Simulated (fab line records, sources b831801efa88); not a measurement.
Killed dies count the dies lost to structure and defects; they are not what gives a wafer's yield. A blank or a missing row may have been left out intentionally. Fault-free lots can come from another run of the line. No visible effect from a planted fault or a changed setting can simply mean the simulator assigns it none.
fab line records	flow sfq_line
record: lots: 7	wafers: 21	last_day: 81
route steps=325 shown M2@92 I2@103 M3@118 I3@133 M8@325
lots with no fault: from the same line, run without faults
start_h: the number of hours between the record's first day and the start of the first shown wafer of the lot	wait_h: hours from the lot's prior step to this one	" same as the row above	L1.1+2: one row covering several wafers at once	- value missing, or start not given	* or withheld: withheld	< > ~ a bound
route shown NAME@n: a module of which the file shows steps, and the number in the route of the first	usual: mean and standard deviation over wafers with no fault	same: alike in all rows	chamber/n: place in a boat	sites: the reading at each site	_std_site: how widely they spread, as a standard deviation	_edge_site: outer sites' mean less inner sites'	radius_mm: how far each site lies from the wafer's centre	mask NAME#n: copy n	behind: the tool/chamber that last shaped the wafer	hold: why the lot was held/for how many hours/how that ended	device: the n, p or np transistor that did not switch	end of line: the same wafers' tests at the end of the route	for a step that has no rows: nothing shown but its recipe	killed: dies lost to structure and defects at the first sort, not the wafer's yield	map: a wafer's dies, x killed, . not, _ none there
set.NAME: the setting that was run; set.NAME@STEP: the one run at that earlier step	model.NAME: the simulator's own value behind a step, which no gauge read
certain route steps with their lots: each step a table, each wafer a row
services: from which hour (start_h, from the record's first day; less than 0 if before it) a tool's chamber was out of use, for how many hours, and why
== steps ==
step: SFQ_TRILAYER_M2_LITHO_COAT_062
recipe: resist: BARC	spin_rpm: 3000	resist_thk_nm: 62
step: SFQ_TRILAYER_M2_LITHO_COAT_057
recipe: resist: KrF	spin_rpm: 3000	resist_thk_nm: 600
step: SFQ_TRILAYER_M2_LITHO_SOFTBAKE_061
recipe: temp_c: withheld	time_s: withheld	resist: KrF
step: SFQ_TRILAYER_M2_LITHO_EXPOSE_058
recipe: mask_id: M2	na: 0.6	source_shape: conventional	sigma_outer: 0.65	target_cd_nm: 500	dose_mj: 14.4
step: SFQ_TRILAYER_M2_LITHO_PEB_060
recipe: peb_temp_c: 115	peb_time_s: 60	resist: KrF
step: SFQ_TRILAYER_M2_LITHO_DEVELOP_059
recipe: time_s: 60	resist: KrF
step: SFQ_M2_OVL_MEAS_916
usual: M2_OVL: -4/7.2
lot.wafer	tool	chamber	start_h	wait_h	M2_OVL[nm]
L933.3	overlay-01	-	761.94	0.1	-2
L933.4	"	-	"	"	0
L933.6	"	-	"	"	4
L934.2	overlay-01	-	776.33	0.1	7
L934.4	"	-	"	"	2
L934.5	"	-	"	"	1
L942.1	overlay-02	-	843.18	0.1	-2
L942.3	"	-	"	"	-7
L942.5	"	-	"	"	-1
L943.1	overlay-02	-	847.98	0.1	-4
L943.2	"	-	"	"	-9
L943.3	"	-	"	"	-10
L944.2	overlay-02	-	856.38	0.1	-8
L944.3	"	-	"	"	-5
L944.6	"	-	"	"	-6
L947.1	overlay-02	-	873.30	0.1	-9
L947.4	"	-	"	"	-8
L947.6	"	-	"	"	-7
L949.1	overlay-01	-	955.12	0.1	-21
L949.2	"	-	"	"	-9
L949.4	"	-	"	"	-10
step: SFQ_TRILAYER_M2_BARC_OPEN_METAL_ETCH_077
recipe: mask_material: PR	chemistry: O2	target_depth_nm: 125	target: BARC	icp_w: 600	bias_w: 80	pressure_mtorr: 10	time_s: 41.7
usual: drypump_motor_current_A: 5.9/0.39	oes_product_au: 0.685/0.0046
lot.wafer	tool	chamber	start_h	wait_h	drypump_motor_current_A	oes_product_au	rf_hours_counter_h
L933.3	rie_metal-02	0	761.98	0.0	6.4	0.696	-
L933.4	"	1	"	"	6.3	0.687	-
L933.6	"	0	"	"	6.4	0.692	-
L934.2	rie_metal-03	0	776.36	0.0	5.7	0.677	86
L934.4	"	1	"	"	6.3	0.684	-
L934.5	"	0	"	"	5.7	0.684	-
L942.1	rie_metal-03	1	843.21	0.0	6.3	0.683	84
L942.3	"	0	"	"	5.7	0.688	-
L942.5	"	1	"	"	6.3	0.680	-
L943.1	rie_metal-03	0	848.01	0.0	5.8	0.689	97
L943.2	"	1	"	"	6.3	0.695	86
L943.3	"	0	"	"	5.8	0.682	-
L944.2	rie_metal-03	1	856.41	0.0	6.3	0.688	87
L944.3	"	1	"	"	6.3	0.683	-
L944.6	"	0	"	"	5.7	0.683	-
L947.1	rie_metal-04	1	873.34	0.0	5.8	0.688	114
L947.4	"	0	"	"	5.3	0.691	-
L947.6	"	1	"	"	5.8	0.689	-
L949.1	rie_metal-03	0	955.16	0.0	5.8	0.686	111
L949.2	"	1	"	"	6.3	0.682	98
L949.4	"	0	"	"	5.7	0.684	-
step: SFQ_TRILAYER_M2_ETCH_METAL_ETCH_060
recipe: target: Nb	stop_on: SiO2	mask_material: PR	chemistry: Cl2/Ar	target_depth_nm: 240	icp_w: 600	bias_w: 80	pressure_mtorr: 10	time_s: 120
step: SFQ_TRILAYER_M2_STRIP_STRIP_061
recipe: gas: O2	power_w: 200	platen_temp_c: 40	overash_fraction: 0.65	chemistry: O2	pressure_mtorr: 50
step: SFQ_TRILAYER_M2_STRIP_SOLV_CLEAN_062
recipe: chemistry: NMP	temp_c: 70	time_s: 600
step: SFQ_TRILAYER_I2_DEP_PECVD_063
recipe: material: SiO2	temp_c: 150	time_s: 111.11	pressure_torr: 2.4	rf_w: 183.3	precursor: SiH4/N2O	target_thk_nm: 500
step: SFQ_TRILAYER_I2_CMP_CMP_064
recipe: material: SiO2	down_force_psi: 3	platen_rpm: 60	pad_velocity_m_s: 0.94248
usual: edge_zone_pressure_frac: 0.999/0.0052	head_pressure_psi: 3.000/0.0065	motor_current_A: 10.2/1	time_to_endpoint_s: 216/7.7
lot.wafer	tool	chamber	start_h	wait_h	edge_zone_pressure_frac	head_pressure_psi	motor_current_A	time_to_endpoint_s	model.SiO2_of_TRILAYER_I2_DEP_PECVD_063.thk_nm
L933.4	cmp-02	3	763.00	0.0	1.010	2.999	7.6	217	200.3
L933.3	"	0	"	"	1.006	2.997	11.4	212	200.3
L933.6	"	3	765.00	2.0	0.998	3.003	7.9	217	200.3
L934.2	cmp-02	0	777.40	0.0	0.995	3.003	10.4	198	201.6
L934.4	"	2	778.40	1.0	1.003	2.985	10.4	218	201.9
L934.5	"	0	779.40	2.0	0.994	3.010	10.8	217	201
L942.1	cmp-02	0	847.17	3.0	-	-	-	-	491.5
L942.3	"	2	848.17	4.0	-	-	-	-	505.4
L942.5	"	1	849.67	5.4	-	-	-	-	509.6
L943.2	cmp-02	1	853.17	4.1	-	-	-	-	508.4
L943.1	"	3	854.17	5.1	-	-	-	-	489.4
L943.3	"	0	"	"	-	-	-	-	496.5
L944.2	cmp-01	1	863.89	6.5	-	-	-	-	502.8
L944.3	"	3	864.89	7.5	-	-	-	-	496.6
L944.6	"	1	865.89	8.4	-	-	-	-	510.3
L947.1	cmp-01	0	888.39	14.0	0.996	3.004	9.8	214	202.4
L947.4	"	1	"	"	1.002	2.992	9.4	209	200.5
L947.6	"	3	889.89	15.5	0.993	2.992	10.7	214	201.6
L949.2	cmp-01	2	964.33	8.2	1.012	3.003	11.2	210	201.8
L949.1	"	3	"	"	1.002	3.006	10.7	212	202.5
L949.4	"	0	"	"	0.997	3.004	10.3	219	201.8
step: SFQ_I2_BOW_MEAS_917
recipe: mode: bow
usual: I2_BOW: 1/8.9
lot.wafer	tool	chamber	start_h	wait_h	I2_BOW[um]
L933.3	film_metro-04	-	766.04	2.0	-7
L933.4	"	-	"	"	-8
L933.6	"	-	"	"	-11
L934.2	film_metro-03	-	780.42	2.5	-7
L934.4	"	-	"	"	-7
L934.5	"	-	"	"	14
L942.1	film_metro-04	-	850.17	2.5	1
L942.3	"	-	"	"	14
L942.5	"	-	"	"	-17
L943.1	film_metro-04	-	856.17	1.5	5
L943.2	"	-	"	"	2
L943.3	"	-	"	"	12
L944.2	film_metro-02	-	866.41	2.0	29
L944.3	"	-	"	"	14
L944.6	"	-	"	"	14
L947.1	film_metro-03	-	890.39	1.5	7
L947.4	"	-	"	"	7
L947.6	"	-	"	"	14
L949.1	film_metro-04	-	966.83	1.5	9
L949.2	"	-	"	"	1
L949.4	"	-	"	"	-3
step: SFQ_TRILAYER_I2_METRO_MEASURE_065
usual: thk_nm: 200.3/1.1
lot.wafer	tool	chamber	start_h	wait_h	thk_nm
L933.3	film_metro-04	-	766.52	0.5	200.2
L933.4	"	-	"	"	200.1
L933.6	"	-	"	"	200.2
L934.2	film_metro-03	-	780.72	0.3	201.6
L934.4	"	-	"	"	201.9
L934.5	"	-	"	"	200.9
L942.1	film_metro-04	-	850.29	0.1	491.5
L942.3	"	-	"	"	505.4
L942.5	"	-	"	"	509.4
L943.1	film_metro-04	-	856.29	0.1	490.0
L943.2	"	-	"	"	508.3
L943.3	"	-	"	"	496.3
L944.2	film_metro-02	-	866.71	0.3	503.0
L944.3	"	-	"	"	497.2
L944.6	"	-	"	"	510.5
L947.1	film_metro-03	-	890.51	0.1	202.3
L947.4	"	-	"	"	200.5
L947.6	"	-	"	"	201.5
L949.1	film_metro-04	-	966.95	0.1	202.5
L949.2	"	-	"	"	201.7
L949.4	"	-	"	"	201.8
step: SFQ_TRILAYER_I2_VIA_LITHO_COAT_072
recipe: resist: BARC	spin_rpm: 3000	resist_thk_nm: 62
step: SFQ_TRILAYER_I2_VIA_LITHO_COAT_067
recipe: resist: KrF	spin_rpm: 3000	resist_thk_nm: 650
step: SFQ_TRILAYER_I2_VIA_LITHO_SOFTBAKE_071
recipe: temp_c: withheld	time_s: withheld	resist: KrF
step: SFQ_TRILAYER_I2_VIA_LITHO_EXPOSE_068
recipe: mask_id: I2	na: 0.6	source_shape: conventional	sigma_outer: 0.65	target_cd_nm: 500	dose_mj: 21.3
step: SFQ_TRILAYER_I2_VIA_LITHO_PEB_070
recipe: peb_temp_c: 115	peb_time_s: 60	resist: KrF
step: SFQ_TRILAYER_I2_VIA_LITHO_DEVELOP_069
recipe: time_s: 60	resist: KrF
step: SFQ_I2_OVL_MEAS_918
usual: I2_OVL: -3/5
lot.wafer	tool	chamber	start_h	wait_h	I2_OVL[nm]
L933.3	overlay-02	-	769.71	0.1	-1
L933.4	"	-	"	"	-3
L933.6	"	-	"	"	-3
L934.2	overlay-01	-	783.98	0.1	-2
L934.4	"	-	"	"	-4
L934.5	"	-	"	"	-5
L942.1	overlay-01	-	853.74	0.1	-5
L942.3	"	-	"	"	-4
L942.5	"	-	"	"	0
L943.1	overlay-01	-	859.74	0.1	0
L943.2	"	-	"	"	0
L943.3	"	-	"	"	-6
L944.2	overlay-02	-	870.91	0.1	-3
L944.3	"	-	"	"	-5
L944.6	"	-	"	"	-3
L947.1	overlay-02	-	894.85	0.1	7
L947.4	"	-	"	"	10
L947.6	"	-	"	"	11
L949.1	overlay-01	-	1096.42	0.1	-7
L949.2	"	-	"	"	-4
L949.4	"	-	"	"	-4
step: SFQ_TRILAYER_I2_VIA_BARC_OPEN_VIA_ETCH_096
recipe: mask_material: PR	chemistry: O2	target_depth_nm: 125	target: BARC	source_w: 500	bias_w: 80	pressure_mtorr: 30	time_s: 41.7
step: SFQ_TRILAYER_I2_VIA_ETCH_VIA_ETCH_070
recipe: target: SiO2	stop_on: Nb	mask_material: PR	taper_deg: 20	chemistry: CHF3	target_depth_nm: 260	source_w: 500	bias_w: 80	pressure_mtorr: 30	time_s: withheld
usual: drypump_motor_current_A: 5.8/0.44	oes_product_au: 0.855/0.0058
lot.wafer	tool	chamber	start_h	wait_h	drypump_motor_current_A	oes_product_au	model.I2.feature_depth_nm	model.etch.depth_nm
L933.3	rie_diel-02	2	769.77	0.0	5.5	0.854	200.3	200.3
L933.4	"	1	"	"	6.4	0.857	200.3	200.3
L933.6	"	2	"	"	5.5	0.852	200.3	200.3
L934.2	rie_diel-03	0	784.05	0.0	5.3	0.861	201.6	201.6
L934.4	"	3	"	"	6.2	0.858	201.9	201.9
L934.5	"	3	"	"	6.2	0.870	201	201
L942.1	rie_diel-03	1	853.81	0.0	6.4	1.607	257.1	257.1
L942.3	"	2	"	"	5.7	1.628	260.9	260.9
L942.5	"	1	"	"	6.4	1.608	257.5	257.5
L943.1	rie_diel-04	0	859.81	0.0	6.2	1.625	260.1	260.1
L943.2	"	1	"	"	5.3	1.615	256.7	256.7
L943.3	"	2	"	"	5.5	1.633	262.7	262.7
L944.2	rie_diel-03	3	870.98	0.0	6.2	1.614	257.7	257.7
L944.3	"	0	"	"	5.3	1.617	260	260
L944.6	"	3	"	"	6.2	1.611	257.6	257.6
L947.1	rie_diel-02	2	894.93	0.0	5.5	0.854	202.4	202.4
L947.4	"	3	"	"	5.4	0.859	200.5	200.5
L947.6	"	2	"	"	5.5	0.853	201.6	201.6
L949.1	rie_diel-02	3	1096.50	0.0	5.4	0.856	202.5	202.5
L949.2	"	0	"	"	5.9	0.853	201.8	201.8
L949.4	"	2	"	"	5.5	0.857	201.8	201.8
step: SFQ_TRILAYER_I2_VIA_STRIP_STRIP_071
recipe: gas: O2	power_w: 200	platen_temp_c: 40	overash_fraction: 0.65	chemistry: O2	pressure_mtorr: 50
usual: drypump_motor_current_A: 5.8/0.31	oes_product_au: 0.998/0.009
lot.wafer	tool	chamber	start_h	wait_h	drypump_motor_current_A	oes_product_au	rf_hours_counter_h
L933.3	rie_metal-04	1	770.09	-	5.8	1.001	-
L933.4	"	0	"	"	5.3	0.999	-
L933.6	"	1	"	"	5.8	1.017	-
L934.2	rie_metal-01	0	784.16	-	5.7	1.004	109
L934.4	"	1	"	"	5.9	0.999	-
L934.5	"	1	"	"	5.8	0.992	-
L942.1	rie_metal-03	1	853.93	-	6.3	0.994	87
L942.3	"	0	"	"	5.8	1.002	-
L942.5	"	0	"	"	5.8	1.006	-
L943.1	rie_metal-04	0	859.93	-	5.3	0.995	48
L943.2	"	1	"	"	5.8	1.011	112
L943.3	"	0	"	"	5.3	1.000	-
L944.2	rie_metal-04	1	871.09	-	5.8	1.014	114
L944.3	"	1	"	"	5.8	1.012	-
L944.6	"	0	"	"	5.3	0.992	-
L947.1	rie_metal-01	0	895.04	-	5.7	0.998	123
L947.4	"	0	"	"	5.7	0.988	-
L947.6	"	1	"	"	5.8	0.990	-
L949.1	rie_metal-03	1	1096.61	-	6.3	0.990	122
L949.2	"	0	"	"	5.8	1.001	134
L949.4	"	1	"	"	6.3	0.992	-
step: SFQ_TRILAYER_I2_VIA_STRIP_SOLV_CLEAN_072
recipe: chemistry: NMP	temp_c: 70	time_s: 600
step: SFQ_TRILAYER_M3_DEP_PRE_CLEAN_074
recipe: gas: Ar	time_s: 22.5	bias_v: 250
usual: bias_v: 250.0/2.5
lot.wafer	tool	chamber	start_h	wait_h	bias_v	model.SiO2_of_TRILAYER_I2_DEP_PECVD_063.thk_nm
L933.3	pvd_sputter-06	-	770.68	0.0	249.6	192.8
L933.4	"	-	"	"	244.9	192.8
L933.6	"	-	"	"	245.7	192.8
L934.2	pvd_sputter-05	-	784.94	0.0	251.4	194.1
L934.4	"	-	"	"	252.1	194.4
L934.5	"	-	"	"	245.4	193.5
L942.1	pvd_sputter-06	-	854.72	0.0	252.9	484
L942.3	"	-	"	"	253.1	497.9
L942.5	"	-	"	"	247.9	502.1
L943.1	pvd_sputter-05	-	860.70	0.0	251.2	481.9
L943.2	"	-	"	"	250.1	500.9
L943.3	"	-	"	"	252.5	489
L944.2	pvd_sputter-05	-	871.87	0.0	251.6	495.3
L944.3	"	-	"	"	251.3	489.1
L944.6	"	-	"	"	249.4	502.8
L947.1	pvd_sputter-06	-	895.82	0.0	251.2	194.9
L947.4	"	-	"	"	252.2	193
L947.6	"	-	"	"	246.9	194.1
L949.1	pvd_sputter-05	-	1097.40	0.0	251.5	195
L949.2	"	-	"	"	247.3	194.3
L949.4	"	-	"	"	248.7	194.3
step: SFQ_TRILAYER_M3_DEP_SPUTTER_073
recipe: material: Nb	base_pressure_pa: 1.33e-06	chamber_pressure_pa: 0.1333	substrate_temp_c: 20	resputter_cathode_voltage_v: 400	target_thk_nm: 200	power_w: 2000	time_s: 133.3
step: SFQ_M3_RS_MEAS_919
recipe: thk_meas_gauge: four-point-probe	reads: Nb_of_TRILAYER_M3_DEP_SPUTTER_073
usual: M3_NB_RS: 0.890/0.0086
lot.wafer	tool	chamber	start_h	wait_h	M3_NB_RS[ohm/sq]
L933.3	film_metro-03	-	770.84	0.1	0.889
L933.4	"	-	"	"	0.877
L933.6	"	-	"	"	0.886
L934.2	film_metro-03	-	785.07	0.1	0.885
L934.4	"	-	"	"	0.901
L934.5	"	-	"	"	0.888
L942.1	film_metro-02	-	854.84	0.0	0.881
L942.3	"	-	"	"	0.888
L942.5	"	-	"	"	0.894
L943.1	film_metro-01	-	860.82	0.0	0.890
L943.2	"	-	"	"	0.887
L943.3	"	-	"	"	0.893
L944.2	film_metro-01	-	872.01	0.1	0.890
L944.3	"	-	"	"	0.892
L944.6	"	-	"	"	0.893
L947.1	film_metro-01	-	895.93	0.0	0.894
L947.4	"	-	"	"	0.888
L947.6	"	-	"	"	0.894
L949.1	film_metro-02	-	1097.52	0.0	0.886
L949.2	"	-	"	"	0.889
L949.4	"	-	"	"	0.887
step: SFQ_TRILAYER_M3_LITHO_COAT_080
recipe: resist: BARC	spin_rpm: 3000	resist_thk_nm: 62
step: SFQ_TRILAYER_M3_LITHO_COAT_075
recipe: resist: KrF	spin_rpm: 3000	resist_thk_nm: 600
step: SFQ_TRILAYER_M3_LITHO_SOFTBAKE_079
recipe: temp_c: withheld	time_s: withheld	resist: KrF
step: SFQ_TRILAYER_M3_LITHO_EXPOSE_076
recipe: mask_id: M3	na: 0.6	source_shape: conventional	sigma_outer: 0.65	target_cd_nm: 500	dose_mj: 14.4
step: SFQ_TRILAYER_M3_LITHO_PEB_078
recipe: peb_temp_c: 115	peb_time_s: 60	resist: KrF
step: SFQ_TRILAYER_M3_LITHO_DEVELOP_077
recipe: time_s: 60	resist: KrF
step: SFQ_M3_OVL_MEAS_921
usual: M3_OVL: 1/5.5
lot.wafer	tool	chamber	start_h	wait_h	M3_OVL[nm]
L933.3	overlay-02	-	912.69	0.1	8
L933.4	"	-	"	"	7
L933.6	"	-	"	"	4
L934.2	overlay-01	-	928.28	0.1	-3
L934.4	"	-	"	"	-5
L934.5	"	-	"	"	-3
L942.1	overlay-01	-	987.91	0.1	0
L942.3	"	-	"	"	2
L942.5	"	-	"	"	8
L943.1	overlay-01	-	992.62	0.1	-1
L943.2	"	-	"	"	4
L943.3	"	-	"	"	5
L944.2	overlay-02	-	1012.58	0.1	4
L944.3	"	-	"	"	3
L944.6	"	-	"	"	10
L947.1	overlay-01	-	1031.87	0.1	6
L947.4	"	-	"	"	3
L947.6	"	-	"	"	9
L949.1	overlay-02	-	1193.53	0.1	-4
L949.2	"	-	"	"	4
L949.4	"	-	"	"	-2
step: SFQ_TRILAYER_M3_BARC_OPEN_METAL_ETCH_100
recipe: mask_material: PR	chemistry: O2	target_depth_nm: 125	target: BARC	icp_w: 600	bias_w: 80	pressure_mtorr: 10	time_s: 41.7
usual: drypump_motor_current_A: 6.04/0.28	oes_product_au: 0.685/0.0042
lot.wafer	tool	chamber	start_h	wait_h	drypump_motor_current_A	oes_product_au	rf_hours_counter_h
L933.3	rie_metal-01	1	912.73	0.0	5.77	0.684	-
L933.4	"	0	"	"	5.69	0.683	-
L933.6	"	1	"	"	5.77	0.687	-
L934.2	rie_metal-02	1	928.33	0.0	6.23	0.686	-
L934.4	"	1	"	"	6.24	0.685	-
L934.5	"	1	"	"	6.24	0.688	-
L942.1	rie_metal-03	0	987.95	0.0	5.73	0.689	116
L942.3	"	1	"	"	6.33	0.678	-
L942.5	"	0	"	"	5.75	0.687	-
L943.1	rie_metal-01	0	992.66	0.0	5.68	0.682	137
L943.2	"	1	"	"	5.87	0.691	125
L943.3	"	0	"	"	5.69	0.686	-
L944.2	rie_metal-02	0	1012.61	0.0	6.33	0.686	29
L944.3	"	1	"	"	6.16	0.679	-
L944.6	"	1	"	"	6.24	0.681	-
L947.1	rie_metal-03	0	1031.91	0.0	5.76	0.689	124
L947.4	"	0	"	"	5.74	0.694	-
L947.6	"	1	"	"	6.31	0.676	-
L949.1	rie_metal-03	1	1193.56	0.0	6.33	0.686	140
L949.2	"	0	"	"	5.75	0.680	5
L949.4	"	1	"	"	6.31	0.685	-
step: SFQ_TRILAYER_M3_ETCH_METAL_ETCH_078
recipe: target: Nb	stop_on: SiO2	mask_material: PR	chemistry: Cl2/Ar	target_depth_nm: 240	icp_w: 600	bias_w: 80	pressure_mtorr: 10	time_s: 120
step: SFQ_TRILAYER_M3_STRIP_STRIP_079
recipe: gas: O2	power_w: 200	platen_temp_c: 40	overash_fraction: 0.65	chemistry: O2	pressure_mtorr: 50
usual: drypump_motor_current_A: 6.04/0.28	oes_product_au: 0.995/0.0074
lot.wafer	tool	chamber	start_h	wait_h	drypump_motor_current_A	oes_product_au	rf_hours_counter_h
L933.3	rie_metal-01	1	913.09	0.2	5.80	0.985	-
L933.4	"	0	"	"	5.71	0.990	-
L933.6	"	1	"	"	5.83	0.982	-
L934.2	rie_metal-02	1	928.88	0.4	6.20	0.985	-
L934.4	"	1	"	"	6.16	0.987	-
L934.5	"	1	"	"	6.20	0.985	-
L942.1	rie_metal-03	0	988.13	0.1	5.72	1.003	116
L942.3	"	1	"	"	6.31	0.991	-
L942.5	"	0	"	"	5.74	1.009	-
L943.1	rie_metal-01	0	992.84	0.1	5.69	0.997	137
L943.2	"	1	"	"	5.81	0.995	126
L943.3	"	0	"	"	5.69	0.991	-
L944.2	rie_metal-02	0	1012.79	0.1	6.38	0.984	30
L944.3	"	1	"	"	6.24	0.981	-
L944.6	"	1	"	"	6.23	0.985	-
L947.1	rie_metal-03	0	1032.09	0.1	5.75	0.995	124
L947.4	"	0	"	"	5.74	1.006	-
L947.6	"	1	"	"	6.33	0.985	-
L949.1	rie_metal-03	1	1193.75	0.1	6.32	0.981	141
L949.2	"	0	"	"	5.74	1.003	5
L949.4	"	1	"	"	6.30	0.993	-
step: SFQ_TRILAYER_M3_STRIP_SOLV_CLEAN_080
recipe: chemistry: NMP	temp_c: 70	time_s: 600
step: SFQ_TRILAYER_I3_DEP_PECVD_081
recipe: material: SiO2	temp_c: 150	time_s: 111.11	pressure_torr: 2.4	rf_w: 183.3	precursor: SiH4/N2O	target_thk_nm: 500
usual: heater_power_w: 83/15	throttle_valve_pct: 25.3/1.1
lot.wafer	tool	chamber	start_h	wait_h	heater_power_w	throttle_valve_pct
L933.3	pecvd-04	2	913.67	0.0	79	24.4
L933.4	"	1	"	"	96	25.0
L933.6	"	2	"	"	83	24.5
L934.2	pecvd-04	1	930.05	0.0	97	24.8
L934.4	"	1	"	"	98	24.6
L934.5	"	0	"	"	92	25.0
L942.1	pecvd-02	0	988.91	0.0	77	25.0
L942.3	"	2	"	"	52	25.3
L942.5	"	2	"	"	41	25.2
L943.1	pecvd-02	1	993.62	0.0	98	28.3
L943.2	"	2	"	"	46	25.2
L943.3	"	0	"	"	72	25.2
L944.2	pecvd-01	1	1013.58	0.0	87	24.8
L944.3	"	0	"	"	97	26.2
L944.6	"	0	"	"	95	26.3
L947.1	pecvd-02	2	1032.87	0.0	44	25.6
L947.4	"	0	"	"	77	25.2
L947.6	"	2	"	"	47	25.3
L949.1	pecvd-04	1	1194.52	0.0	97	24.9
L949.2	"	0	"	"	91	25.2
L949.4	"	0	"	"	96	24.8
step: SFQ_M8_BOW_MEAS_951
recipe: mode: bow
usual: M8_BOW: 6/12
lot.wafer	tool	chamber	start_h	wait_h	M8_BOW[um]	model.etest.i2.link_ohm
L933.3	film_metro-03	-	1848.67	0.0	3	1.965
L933.4	"	-	"	"	3	1.938
L933.6	"	-	"	"	-2	1.952
L934.2	film_metro-03	-	1851.05	0.0	-7	1.958
L934.4	"	-	"	"	-6	1.972
L934.5	"	-	"	"	15	1.949
L942.1	film_metro-04	-	1905.85	0.0	-3	1e+06
L942.3	"	-	"	"	10	1e+06
L942.5	"	-	"	"	-24	1e+06
L943.1	film_metro-02	-	1909.45	0.0	10	1e+06
L943.2	"	-	"	"	7	1e+06
L943.3	"	-	"	"	18	1e+06
L944.2	film_metro-02	-	1929.74	0.0	35	1e+06
L944.3	"	-	"	"	21	1e+06
L944.6	"	-	"	"	20	1e+06
L947.1	film_metro-04	-	1937.70	0.0	1	1.966
L947.4	"	-	"	"	0	1.968
L947.6	"	-	"	"	7	1.973
L949.1	film_metro-03	-	1948.50	0.0	4	1.954
L949.2	"	-	"	"	-5	1.954
L949.4	"	-	"	"	-8	1.953
== services ==
tool	chamber	start_h	hours	kind
film_metro-04	-	745.76	0.8	pm
rie_metal-04	1	745.85	2.1	repair
film_metro-04	-	753.50	0.6	pm
cmp-02	-	766.31	1.0	repair
cmp-02	-	782.20	10.3	repair
cmp-02	-	802.83	2.3	pm
rie_metal-02	-	867.62	0.5	repair
pvd_sputter-05	-	867.98	1.3	repair
pvd_sputter-05	-	868.12	3.2	repair
rie_metal-03	1	877.37	4.7	repair
rie_metal-01	-	888.54	2.8	pm
rie_metal-04	-	892.08	14.6	pm
rie_metal-01	-	896.14	1.0	repair
rie_metal-02	-	899.98	0.3	repair
cmp-02	-	918.82	4.0	pm
rie_metal-03	-	921.95	14.6	pm
rie_metal-02	0	924.25	19.3	repair
cmp-02	-	934.41	0.2	repair
pvd_sputter-05	-	935.09	4.2	repair
film_metro-04	-	936.22	0.5	pm
cmp-02	-	949.82	4.9	pm
rie_metal-02	1	965.23	2.2	repair
rie_metal-01	0	1154.19	8.4	repair
rie_metal-02	-	1191.53	2.8	pm
== key ==
first_sign: step: SFQ_TRILAYER_I2_CMP_CMP_064	reading: tool_record	direction: missing
effect: step: SFQ_TRILAYER_I2_METRO_MEASURE_065	reading: thk_nm	direction: up	sigmas: 99+	usual: 200.3	struck: 501.3
effect: step: SFQ_TRILAYER_I2_VIA_ETCH_VIA_ETCH_070	reading: oes_product_au	direction: up	sigmas: 99+	usual: 0.855	struck: 1.617
model_effect: step: SFQ_TRILAYER_I2_CMP_CMP_064	value: SiO2_of_TRILAYER_I2_DEP_PECVD_063.thk_nm	without: 199.7	struck: 501.2
model_effect: step: SFQ_TRILAYER_I2_VIA_ETCH_VIA_ETCH_070	value: I2.feature_depth_nm	without: 199.7	struck: 258.9
model_effect: step: SFQ_TRILAYER_M3_DEP_PRE_CLEAN_074	value: SiO2_of_TRILAYER_I2_DEP_PECVD_063.thk_nm	without: 192.2	struck: 493.7
model_effect: step: SFQ_M8_BOW_MEAS_951	value: etest.i2.link_ohm	without: 1.965	struck: 1e+06
met_at SFQ_TRILAYER_I2_CMP_CMP_064
struck_wafers L942.1,L942.3,L942.5,L943.1,L943.2,L943.3,L944.2,L944.3,L944.6
onset_between 777.40 847.17
fault: kind: skipped_step_whole	tool: cmp-01,cmp-02	chamber: -	onset_h: 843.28	steps: SFQ_TRILAYER_I2_CMP_CMP_064	scope: struck_lots_only
